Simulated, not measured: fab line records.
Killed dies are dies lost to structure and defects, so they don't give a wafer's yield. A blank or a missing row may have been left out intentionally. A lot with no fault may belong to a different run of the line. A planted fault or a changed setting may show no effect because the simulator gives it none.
fab line records	flow sfq_line
record: lots: 6	wafers: 18	last_day: 88
route steps=325 shown I2@107 M3@118 I3@133 M4@148 M8@325
lots with no fault: from the same line, run without faults
start_h: start of the lot's first displayed wafer, in hours after the record's first day	wait_h: how many hours have passed since the lot's step before this one	" the same as in the row above	L1.1+2: a single row standing in for several wafers	- value missing, or start not given	* or withheld: withheld	< > ~ a bound
route shown NAME@n: a module of which the file shows steps, and the number in the route of the first	usual: average and standard deviation across the fault-free wafers	same: alike in all rows	chamber/n: place in a boat	sites: readings site by site	_std_site: how widely they spread, as a standard deviation	_edge_site: mean of outer sites minus mean of inner sites	radius_mm: for every site, how far away it sits from the centre of the wafer	mask NAME#n: copy n	behind: tool/chamber where the wafer was last shaped	hold: why the lot went on hold/how many hours it stayed there/how the hold came to an end	device: whichever transistor did not switch (one of n, p or np)	end of line: tests run on the same wafers once the route is complete	a step without rows: its recipe alone	killed: at the first sort, the dies lost to defects and structure; wafer yield is something else	map: the dies of a wafer, with x for killed, . for not killed, _ for no die there
set.NAME: the setting the step ran with; set.NAME@STEP: the setting that earlier step ran with	model.NAME: the simulator's own value behind a step, which no gauge read
certain route steps with their lots: each step a table, each wafer a row
services: the hour from which a tool's chamber was out of use, counted from the record's first day as start_h (under 0 if before that day), plus the number of hours and why
== steps ==
step: SFQ_TRILAYER_I2_VIA_LITHO_COAT_072
recipe: resist: BARC	spin_rpm: 3000	resist_thk_nm: 62
step: SFQ_TRILAYER_I2_VIA_LITHO_COAT_067
recipe: resist: KrF	spin_rpm: 3000	resist_thk_nm: 650
step: SFQ_TRILAYER_I2_VIA_LITHO_SOFTBAKE_071
recipe: temp_c: withheld	time_s: withheld	resist: KrF
step: SFQ_TRILAYER_I2_VIA_LITHO_EXPOSE_068
recipe: mask_id: I2	na: 0.6	source_shape: conventional	sigma_outer: 0.65	target_cd_nm: 500	dose_mj: 21.3
step: SFQ_TRILAYER_I2_VIA_LITHO_PEB_070
recipe: peb_temp_c: 115	peb_time_s: 60	resist: KrF
step: SFQ_TRILAYER_I2_VIA_LITHO_DEVELOP_069
recipe: time_s: 60	resist: KrF
step: SFQ_I2_OVL_MEAS_918
usual: I2_OVL: 1/5.4
lot.wafer	tool	chamber	start_h	wait_h	I2_OVL[nm]
L592.1	overlay-01	-	605.74	0.1	-3
L592.2	"	-	"	"	-3
L592.3	"	-	"	"	-5
L593.1	overlay-02	-	617.74	0.1	-5
L593.5	"	-	"	"	-3
L593.6	"	-	"	"	-8
L604.3	overlay-01	-	728.65	0.1	1
L604.4	"	-	"	"	0
L604.6	"	-	"	"	4
L605.3	overlay-02	-	741.85	0.1	8
L605.4	"	-	"	"	6
L605.6	"	-	"	"	-3
L606.2	overlay-01	-	745.45	0.1	-7
L606.4	"	-	"	"	-7
L606.5	"	-	"	"	-7
L607.2	overlay-01	-	763.27	0.1	2
L607.5	"	-	"	"	2
L607.6	"	-	"	"	-1
step: SFQ_TRILAYER_I2_VIA_BARC_OPEN_VIA_ETCH_096
recipe: mask_material: PR	chemistry: O2	target_depth_nm: 125	target: BARC	source_w: 500	bias_w: 80	pressure_mtorr: 30	time_s: 41.7
usual: drypump_motor_current_A: 5.9/0.63	oes_product_au: 0.685/0.0044
lot.wafer	tool	chamber	start_h	wait_h	drypump_motor_current_A	oes_product_au	rf_hours_counter_h
L592.1	rie_diel-04	0	605.77	0.0	6.3	0.685	63
L592.2	"	2	"	"	6.4	0.683	22
L592.3	"	1	"	"	5.2	0.692	3
L593.1	rie_diel-04	3	617.77	0.0	6.7	0.683	71
L593.5	"	0	"	"	6.3	0.680	-
L593.6	"	1	"	"	5.2	0.687	-
L604.3	rie_diel-01	2	728.68	0.0	5.8	0.686	7
L604.4	"	1	"	"	4.8	0.688	-
L604.6	"	3	"	"	5.8	0.689	-
L605.3	rie_diel-03	3	741.88	0.0	6.1	0.689	1
L605.4	"	0	"	"	4.9	0.690	9
L605.6	"	1	"	"	6.3	0.683	-
L606.2	rie_diel-03	0	745.48	0.0	4.9	0.698	9
L606.4	"	2	"	"	5.0	0.685	2
L606.5	"	3	"	"	6.0	0.690	-
L607.2	rie_diel-04	1	763.30	0.0	5.2	0.686	6
L607.5	"	3	"	"	6.7	0.682	-
L607.6	"	2	"	"	6.5	0.684	-
step: SFQ_TRILAYER_I2_VIA_ETCH_VIA_ETCH_070
recipe: target: SiO2	stop_on: Nb	mask_material: PR	taper_deg: 20	chemistry: CHF3	target_depth_nm: 260	source_w: 500	bias_w: 80	pressure_mtorr: 30	time_s: withheld
step: SFQ_TRILAYER_I2_VIA_STRIP_STRIP_071
recipe: gas: O2	power_w: 200	platen_temp_c: 40	overash_fraction: 0.65	chemistry: O2	pressure_mtorr: 50
step: SFQ_TRILAYER_I2_VIA_STRIP_SOLV_CLEAN_072
recipe: chemistry: NMP	temp_c: 70	time_s: 600
step: SFQ_TRILAYER_M3_DEP_PRE_CLEAN_074
recipe: gas: Ar	time_s: 22.5	bias_v: 250
step: SFQ_TRILAYER_M3_DEP_SPUTTER_073
recipe: material: Nb	base_pressure_pa: 1.33e-06	chamber_pressure_pa: 0.1333	substrate_temp_c: 20	resputter_cathode_voltage_v: 400	target_thk_nm: 200	power_w: 2000	time_s: 133.3
usual: resputter_cathode_voltage_v: 400/4.1	substrate_temp_c: 20.01/0.099	throttle_valve_pct: 29.2/1.1
lot.wafer	tool	chamber	start_h	wait_h	resputter_cathode_voltage_v	substrate_temp_c	throttle_valve_pct	model.Nb_of_TRILAYER_M3_DEP_SPUTTER_073.thk_nm
L592.1	pvd_sputter-03	-	606.76	0.0	399	20.07	28.8	199.9
L592.2	"	-	"	"	398	20.01	29.1	199.7
L592.3	"	-	"	"	406	20.18	29.4	197.7
L593.1	pvd_sputter-04	-	618.74	0.0	409	20.05	28.7	200.9
L593.5	"	-	"	"	406	20.00	27.6	203
L593.6	"	-	"	"	404	20.00	29.9	199.2
L604.3	pvd_sputter-03	-	729.63	0.0	395	19.92	31.9	198.5
L604.4	"	-	"	"	399	20.04	29.1	302.8
L604.6	"	-	"	"	403	19.96	29.3	303.8
L605.3	pvd_sputter-03	-	742.85	0.0	403	19.99	32.1	198.8
L605.4	"	-	"	"	402	19.95	29.1	299.2
L605.6	"	-	"	"	399	19.96	28.6	197.7
L606.2	pvd_sputter-04	-	746.43	0.0	398	19.91	29.1	201.4
L606.4	"	-	"	"	397	20.08	28.7	200.7
L606.5	"	-	"	"	399	20.09	30.0	200.5
L607.2	pvd_sputter-04	-	764.26	0.0	404	20.00	29.1	199
L607.5	"	-	"	"	395	19.92	30.2	196.6
L607.6	"	-	"	"	401	19.94	29.1	197.9
step: SFQ_M3_RS_MEAS_919
recipe: thk_meas_gauge: four-point-probe	reads: Nb_of_TRILAYER_M3_DEP_SPUTTER_073
usual: M3_NB_RS: 0.888/0.0091
lot.wafer	tool	chamber	start_h	wait_h	M3_NB_RS[ohm/sq]
L592.1	film_metro-04	-	606.85	0.0	0.889
L592.2	"	-	"	"	0.890
L592.3	"	-	"	"	0.898
L593.1	film_metro-04	-	618.83	0.0	0.885
L593.5	"	-	"	"	0.876
L593.6	"	-	"	"	0.894
L604.3	film_metro-02	-	729.77	0.1	0.898
L604.4	"	-	"	"	0.585
L604.6	"	-	"	"	0.583
L605.3	film_metro-02	-	742.98	0.1	0.895
L605.4	"	-	"	"	0.592
L605.6	"	-	"	"	0.901
L606.2	film_metro-04	-	746.55	0.1	0.883
L606.4	"	-	"	"	0.886
L606.5	"	-	"	"	0.888
L607.2	film_metro-01	-	764.37	0.1	0.895
L607.5	"	-	"	"	0.906
L607.6	"	-	"	"	0.899
step: SFQ_TRILAYER_M3_LITHO_COAT_080
recipe: resist: BARC	spin_rpm: 3000	resist_thk_nm: 62
step: SFQ_TRILAYER_M3_LITHO_COAT_075
recipe: resist: KrF	spin_rpm: 3000	resist_thk_nm: 600
step: SFQ_TRILAYER_M3_LITHO_SOFTBAKE_079
recipe: temp_c: withheld	time_s: withheld	resist: KrF
step: SFQ_TRILAYER_M3_LITHO_EXPOSE_076
recipe: mask_id: M3	na: 0.6	source_shape: conventional	sigma_outer: 0.65	target_cd_nm: 500	dose_mj: 14.4
step: SFQ_TRILAYER_M3_LITHO_PEB_078
recipe: peb_temp_c: 115	peb_time_s: 60	resist: KrF
step: SFQ_TRILAYER_M3_LITHO_DEVELOP_077
recipe: time_s: 60	resist: KrF
step: SFQ_M3_OVL_MEAS_921
usual: M3_OVL: 0/5.3
lot.wafer	tool	chamber	start_h	wait_h	M3_OVL[nm]
L592.1	overlay-02	-	750.24	0.1	-6
L592.2	"	-	"	"	-7
L592.3	"	-	"	"	3
L593.1	overlay-01	-	764.47	0.1	-6
L593.5	"	-	"	"	-3
L593.6	"	-	"	"	-1
L604.3	overlay-02	-	876.24	0.1	1
L604.4	"	-	"	"	8
L604.6	"	-	"	"	10
L605.3	overlay-01	-	885.84	0.1	3
L605.4	"	-	"	"	4
L605.6	"	-	"	"	1
L606.2	overlay-02	-	889.43	0.1	-1
L606.4	"	-	"	"	0
L606.5	"	-	"	"	-3
L607.2	overlay-02	-	905.03	0.1	-5
L607.5	"	-	"	"	-3
L607.6	"	-	"	"	-3
step: SFQ_TRILAYER_M3_BARC_OPEN_METAL_ETCH_100
recipe: mask_material: PR	chemistry: O2	target_depth_nm: 125	target: BARC	icp_w: 600	bias_w: 80	pressure_mtorr: 10	time_s: 41.7
step: SFQ_TRILAYER_M3_ETCH_METAL_ETCH_078
recipe: target: Nb	stop_on: SiO2	mask_material: PR	chemistry: Cl2/Ar	target_depth_nm: 240	icp_w: 600	bias_w: 80	pressure_mtorr: 10	time_s: 120
usual: drypump_motor_current_A: 5.53/0.13	oes_product_au: 0.895/0.0066
lot.wafer	tool	chamber	start_h	wait_h	drypump_motor_current_A	oes_product_au	rf_hours_counter_h
L592.1	rie_metal-04	1	750.34	0.0	5.54	0.894	1
L592.2	"	0	"	"	5.56	0.894	76
L592.3	"	0	"	"	5.58	0.888	-
L593.1	rie_metal-03	1	764.56	0.0	5.80	0.899	125
L593.5	"	1	"	"	5.79	0.901	-
L593.6	"	0	"	"	5.22	0.897	-
L604.3	rie_metal-01	0	876.36	0.1	5.43	0.886	-
L604.4	"	1	"	"	5.56	0.997	-
L604.6	"	0	"	"	5.44	1.001	-
L605.3	rie_metal-01	1	885.96	0.1	5.55	0.897	-
L605.4	"	0	"	"	5.39	0.999	-
L605.6	"	0	"	"	5.38	0.890	-
L606.2	rie_metal-01	1	889.52	0.0	5.58	0.897	6
L606.4	"	0	"	"	5.40	0.895	-
L606.5	"	0	"	"	5.38	0.897	-
L607.2	rie_metal-03	1	905.12	0.0	5.84	0.891	143
L607.5	"	0	"	"	5.14	0.888	-
L607.6	"	1	"	"	5.80	0.886	-
step: SFQ_TRILAYER_M3_STRIP_STRIP_079
recipe: gas: O2	power_w: 200	platen_temp_c: 40	overash_fraction: 0.65	chemistry: O2	pressure_mtorr: 50
step: SFQ_TRILAYER_M3_STRIP_SOLV_CLEAN_080
recipe: chemistry: NMP	temp_c: 70	time_s: 600
step: SFQ_TRILAYER_I3_DEP_PECVD_081
recipe: material: SiO2	temp_c: 150	time_s: 111.11	pressure_torr: 2.4	rf_w: 183.3	precursor: SiH4/N2O	target_thk_nm: 500
usual: heater_power_w: 87/16	throttle_valve_pct: 23.9/0.99
lot.wafer	tool	chamber	start_h	wait_h	heater_power_w	throttle_valve_pct
L592.1	pecvd-02	0	751.25	0.0	92	25.0
L592.2	"	1	"	"	105	23.1
L592.3	"	2	"	"	82	24.3
L593.1	pecvd-01	2	765.46	0.0	82	23.1
L593.5	"	0	"	"	104	24.2
L593.6	"	1	"	"	73	23.8
L604.3	pecvd-03	0	877.24	0.0	77	23.0
L604.4	"	2	"	"	115	25.8
L604.6	"	0	"	"	81	23.1
L605.3	pecvd-02	2	886.82	0.0	91	24.7
L605.4	"	1	"	"	106	23.3
L605.6	"	2	"	"	90	24.8
L606.2	pecvd-01	0	890.42	0.0	100	24.2
L606.4	"	0	"	"	103	24.5
L606.5	"	1	"	"	73	24.0
L607.2	pecvd-02	0	906.02	0.0	82	25.3
L607.5	"	2	"	"	82	24.8
L607.6	"	0	"	"	84	25.5
step: SFQ_TRILAYER_I3_CMP_CMP_082
recipe: material: SiO2	down_force_psi: 3	platen_rpm: 60	pad_velocity_m_s: 0.94248
step: SFQ_I3_BOW_MEAS_922
recipe: mode: bow
usual: I3_BOW: 1/7.2
lot.wafer	tool	chamber	start_h	wait_h	I3_BOW[um]
L592.1	film_metro-04	-	785.03	1.0	8
L592.2	"	-	"	"	14
L592.3	"	-	"	"	-1
L593.1	film_metro-02	-	800.03	2.5	3
L593.5	"	-	"	"	4
L593.6	"	-	"	"	6
L604.3	film_metro-02	-	886.70	2.0	-13
L604.4	"	-	"	"	3
L604.6	"	-	"	"	-3
L605.3	film_metro-02	-	899.71	1.5	16
L605.4	"	-	"	"	-7
L605.6	"	-	"	"	-1
L606.2	film_metro-03	-	902.09	2.0	3
L606.4	"	-	"	"	-9
L606.5	"	-	"	"	5
L607.2	film_metro-03	-	911.09	1.5	-6
L607.5	"	-	"	"	8
L607.6	"	-	"	"	0
step: SFQ_TRILAYER_I3_METRO_MEASURE_083
usual: thk_nm: 200.1/1.2
lot.wafer	tool	chamber	start_h	wait_h	thk_nm
L592.1	film_metro-04	-	785.15	0.1	201.9
L592.2	"	-	"	"	200.8
L592.3	"	-	"	"	200.5
L593.1	film_metro-02	-	800.15	0.1	200.2
L593.5	"	-	"	"	199.0
L593.6	"	-	"	"	200.8
L604.3	film_metro-02	-	887.18	0.5	201.9
L604.4	"	-	"	"	199.0
L604.6	"	-	"	"	200.4
L605.3	film_metro-02	-	900.19	0.5	200.0
L605.4	"	-	"	"	200.4
L605.6	"	-	"	"	199.4
L606.2	film_metro-03	-	902.39	0.3	199.6
L606.4	"	-	"	"	199.7
L606.5	"	-	"	"	198.4
L607.2	film_metro-03	-	911.39	0.3	198.0
L607.5	"	-	"	"	198.0
L607.6	"	-	"	"	196.9
step: SFQ_TRILAYER_I3_VIA_LITHO_COAT_090
recipe: resist: BARC	spin_rpm: 3000	resist_thk_nm: 62
step: SFQ_TRILAYER_I3_VIA_LITHO_COAT_085
recipe: resist: KrF	spin_rpm: 3000	resist_thk_nm: 650
step: SFQ_TRILAYER_I3_VIA_LITHO_SOFTBAKE_089
recipe: temp_c: withheld	time_s: withheld	resist: KrF
step: SFQ_TRILAYER_I3_VIA_LITHO_EXPOSE_086
recipe: mask_id: I3	na: 0.6	source_shape: conventional	sigma_outer: 0.65	target_cd_nm: 500	dose_mj: 21.3
step: SFQ_TRILAYER_I3_VIA_LITHO_PEB_088
recipe: peb_temp_c: 115	peb_time_s: 60	resist: KrF
step: SFQ_TRILAYER_I3_VIA_LITHO_DEVELOP_087
recipe: time_s: 60	resist: KrF
step: SFQ_I3_OVL_MEAS_923
usual: I3_OVL: -4/5.9
lot.wafer	tool	chamber	start_h	wait_h	I3_OVL[nm]
L592.1	overlay-01	-	924.23	0.1	-8
L592.2	"	-	"	"	-8
L592.3	"	-	"	"	-4
L593.1	overlay-02	-	937.55	0.1	3
L593.5	"	-	"	"	-2
L593.6	"	-	"	"	3
L604.3	overlay-02	-	1032.80	0.1	-5
L604.4	"	-	"	"	-11
L604.6	"	-	"	"	-7
L605.3	overlay-02	-	1048.52	0.1	-5
L605.4	"	-	"	"	-1
L605.6	"	-	"	"	-4
L606.2	overlay-02	-	1052.12	0.1	-2
L606.4	"	-	"	"	-1
L606.5	"	-	"	"	-4
L607.2	overlay-01	-	1062.92	0.1	-10
L607.5	"	-	"	"	-1
L607.6	"	-	"	"	-8
step: SFQ_TRILAYER_I3_VIA_BARC_OPEN_VIA_ETCH_121
recipe: mask_material: PR	chemistry: O2	target_depth_nm: 125	target: BARC	source_w: 500	bias_w: 80	pressure_mtorr: 30	time_s: 41.7
usual: drypump_motor_current_A: 5.9/0.53	oes_product_au: 0.685/0.0052
lot.wafer	tool	chamber	start_h	wait_h	drypump_motor_current_A	oes_product_au	rf_hours_counter_h
L592.1	rie_diel-02	0	924.26	0.0	6.1	0.684	17
L592.2	"	1	"	"	6.3	0.684	5
L592.3	"	3	"	"	5.6	0.685	3
L593.1	rie_diel-04	3	937.59	0.0	6.7	0.692	5
L593.5	"	0	"	"	6.3	0.684	-
L593.6	"	3	"	"	6.7	0.688	-
L604.3	rie_diel-01	2	1032.82	0.0	5.7	0.680	12
L604.4	"	1	"	"	4.8	0.681	2
L604.6	"	0	"	"	6.0	0.692	-
L605.3	rie_diel-01	3	1048.55	0.0	5.8	0.678	13
L605.4	"	0	"	"	6.0	0.683	4
L605.6	"	3	"	"	5.8	0.681	-
L606.2	rie_diel-04	3	1052.15	0.0	6.7	0.680	6
L606.4	"	2	"	"	6.5	0.689	1
L606.5	"	0	"	"	6.3	0.685	-
L607.2	rie_diel-01	2	1062.95	0.0	5.7	0.679	12
L607.5	"	0	"	"	6.0	0.680	-
L607.6	"	3	"	"	5.8	0.683	-
step: SFQ_TRILAYER_I3_VIA_ETCH_VIA_ETCH_088
recipe: target: SiO2	stop_on: Nb	mask_material: PR	taper_deg: 20	chemistry: CHF3	target_depth_nm: 260	source_w: 500	bias_w: 80	pressure_mtorr: 30	time_s: withheld
step: SFQ_TRILAYER_I3_VIA_STRIP_STRIP_089
recipe: gas: O2	power_w: 200	platen_temp_c: 40	overash_fraction: 0.65	chemistry: O2	pressure_mtorr: 50
usual: drypump_motor_current_A: 5.50/0.26	oes_product_au: 1.001/0.011	platen_temp_c: 39.99/0.11
lot.wafer	tool	chamber	start_h	wait_h	drypump_motor_current_A	oes_product_au	platen_temp_c	rf_hours_counter_h
L592.1	rie_metal-03	0	924.41	-	5.14	1.006	39.95	59
L592.2	"	1	"	"	5.83	1.012	40.17	146
L592.3	"	0	"	"	5.16	1.003	39.94	-
L593.1	rie_metal-01	1	937.74	-	5.58	0.991	40.07	12
L593.5	"	0	"	"	5.42	0.981	40.00	-
L593.6	"	1	"	"	5.60	0.991	40.02	-
L604.3	rie_metal-02	0	1033.17	-	5.20	1.004	39.76	-
L604.4	"	1	"	"	5.83	1.008	39.91	-
L604.6	"	0	"	"	5.20	1.005	39.84	-
L605.3	rie_metal-02	0	1048.90	-	5.21	1.004	40.18	-
L605.4	"	1	"	"	5.84	0.997	40.16	-
L605.6	"	1	"	"	5.82	1.000	40.08	-
L606.2	rie_metal-03	1	1052.30	-	5.77	1.008	40.10	7
L606.4	"	1	"	"	5.78	1.003	40.16	-
L606.5	"	1	"	"	5.80	1.007	40.02	-
L607.2	rie_metal-03	0	1063.10	-	5.17	1.004	39.90	75
L607.5	"	1	"	"	5.80	1.001	40.15	-
L607.6	"	0	"	"	5.14	1.011	39.83	-
step: SFQ_TRILAYER_I3_VIA_STRIP_SOLV_CLEAN_090
recipe: chemistry: NMP	temp_c: 70	time_s: 600
step: SFQ_TRILAYER_M4_DEP_PRE_CLEAN_092
recipe: gas: Ar	time_s: 22.5	bias_v: 250
step: SFQ_M8_BOW_MEAS_951
recipe: mode: bow
usual: M8_BOW: 4/9.9
lot.wafer	tool	chamber	start_h	wait_h	M8_BOW[um]	model.etest.m3.comb_log10_ohm	model.etest.m3.ohm_sq
L592.1	film_metro-03	-	2025.78	0.0	17	12	0.8897
L592.2	"	-	"	"	23	12	0.8905
L592.3	"	-	"	"	9	12	0.8998
L593.1	film_metro-01	-	2028.18	0.0	19	12	0.8856
L593.5	"	-	"	"	20	12	0.8763
L593.6	"	-	"	"	21	12	0.8931
L604.3	film_metro-02	-	2072.87	0.0	-15	12	0.8963
L604.4	"	-	"	"	1	0	0.5875
L604.6	"	-	"	"	-7	0	0.5855
L605.3	film_metro-01	-	2109.79	0.0	16	12	0.8949
L605.4	"	-	"	"	-7	0	0.5945
L605.6	"	-	"	"	-1	12	0.8998
L606.2	film_metro-03	-	2120.57	0.0	8	12	0.8834
L606.4	"	-	"	"	-3	12	0.8863
L606.5	"	-	"	"	11	12	0.8871
L607.2	film_metro-03	-	2121.77	0.0	-12	12	0.8938
L607.5	"	-	"	"	4	12	0.9047
L607.6	"	-	"	"	-6	12	0.8991
== services ==
tool	chamber	start_h	hours	kind
rie_diel-01	1	586.24	8.5	repair
rie_diel-04	0	629.94	2.8	repair
rie_metal-01	0	638.84	27.9	repair
rie_diel-01	-	645.88	0.5	repair
rie_diel-01	0	654.30	4.8	repair
rie_diel-04	-	660.24	2.8	pm
rie_diel-04	1	676.77	6.1	repair
rie_diel-01	1	698.78	5.5	repair
rie_diel-04	2	716.45	2.7	repair
rie_metal-01	0	760.54	50.6	repair
rie_diel-04	0	766.05	8.3	repair
rie_diel-04	-	812.17	1.0	repair
rie_diel-01	3	812.27	2.7	repair
rie_diel-04	2	813.09	16.0	repair
rie_diel-04	-	831.80	1.1	repair
rie_diel-04	-	859.38	28.1	pm
rie_diel-01	2	868.69	8.3	repair
rie_diel-04	-	897.45	0.4	repair
rie_diel-04	1	900.31	5.4	repair
rie_metal-03	0	926.12	20.8	repair
rie_diel-01	-	936.81	0.3	repair
rie_metal-01	-	955.21	0.4	repair
rie_metal-03	0	1004.55	1.2	repair
rie_diel-04	2	1045.09	3.6	repair
== key ==
first_sign: step: SFQ_M3_RS_MEAS_919	reading: M3_NB_RS	direction: down	sigmas: 33	usual: 0.888	struck: 0.587
effect: step: SFQ_TRILAYER_M3_ETCH_METAL_ETCH_078	reading: oes_product_au	direction: up	sigmas: 16	usual: 0.895	struck: 0.999
model_effect: step: SFQ_TRILAYER_M3_DEP_SPUTTER_073	value: Nb_of_TRILAYER_M3_DEP_SPUTTER_073.thk_nm	without: 199.1	struck: 301.9
model_effect: step: SFQ_M8_BOW_MEAS_951	value: etest.m3.comb_log10_ohm	without: 12	struck: 0
met_at SFQ_TRILAYER_M3_DEP_SPUTTER_073
struck_wafers L604.4,L604.6,L605.4
onset_between 606.76 729.63
fault: kind: process_parameter_drift	tool: pvd_sputter-03	chamber: -	onset_h: 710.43	steps: SFQ_TRILAYER_M3_DEP_SPUTTER_073	channel: target_thk_nm	offset: 102.78	shape: step	end_h: 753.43	acts_in: these_recipes_only	stated: 200	scope: struck_wafers_only
